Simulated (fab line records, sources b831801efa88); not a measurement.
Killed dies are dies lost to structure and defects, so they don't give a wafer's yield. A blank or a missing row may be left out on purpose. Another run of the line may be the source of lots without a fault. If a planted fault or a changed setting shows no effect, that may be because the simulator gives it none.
Matching of chambers | flow gf180mcu | GF_V4_CMP_26 on cmp-01 has 4 sister chambers
The step polishes, stops on SiO2, t overpolish 15 s, target thk 0 nm. 4 wafers are shown with their chamber, then 7 later ones without.

== WAFERS PAIRED WITH THEIR CHAMBERS ==
wafer  | chamber | motor_current_A (A)
L457.1 | 1       | 12.6
L457.5 | 3       | 12.4
L460.1 | 2       | 9.9
L460.4 | 0       | 9.6

== WAFERS WHOSE CHAMBER IS MISSING ==
wafer  | motor_current_A (A)
L460.6 | 9.6
L462.2 | 10.4
L462.4 | 9.4
L462.5 | 10.3
L473.1 | 12.9
L473.5 | 12.4
L473.6 | 9.6

== WHICH CHAMBER EACH ONE RAN IN ==
wafer  | from the rows above     | in truth
L460.6 | can't be placed: 0 or 2 | 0
L462.2 | can't be placed: 2 or 0 | 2
L462.4 | can't be placed: 0 or 2 | 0
L462.5 | can't be placed: 2 or 0 | 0
L473.1 | can't be placed: 1 or 3 | 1
L473.5 | can't be placed: 3 or 1 | 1
L473.6 | can't be placed: 0 or 2 | 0
0 of 7 placed correctly. Cannot be placed on the basis of these rows: 7; the candidates contain the true chamber in 7. Placed wrongly: 0.
How it was worked out, from the rows above alone: a wafer's distance from a chamber is the root of the sum, over the readings, of the square of ((its reading less the chamber's mean) divided by the reading's scatter). The wafer belongs to the nearest chamber; if the next one is less than 2 further off, it can't be placed. A chamber's mean is the mean of its shown wafers. The scatter: root of mean squared gap, hidden wafer to nearest shown wafer, with one shown wafer a chamber.
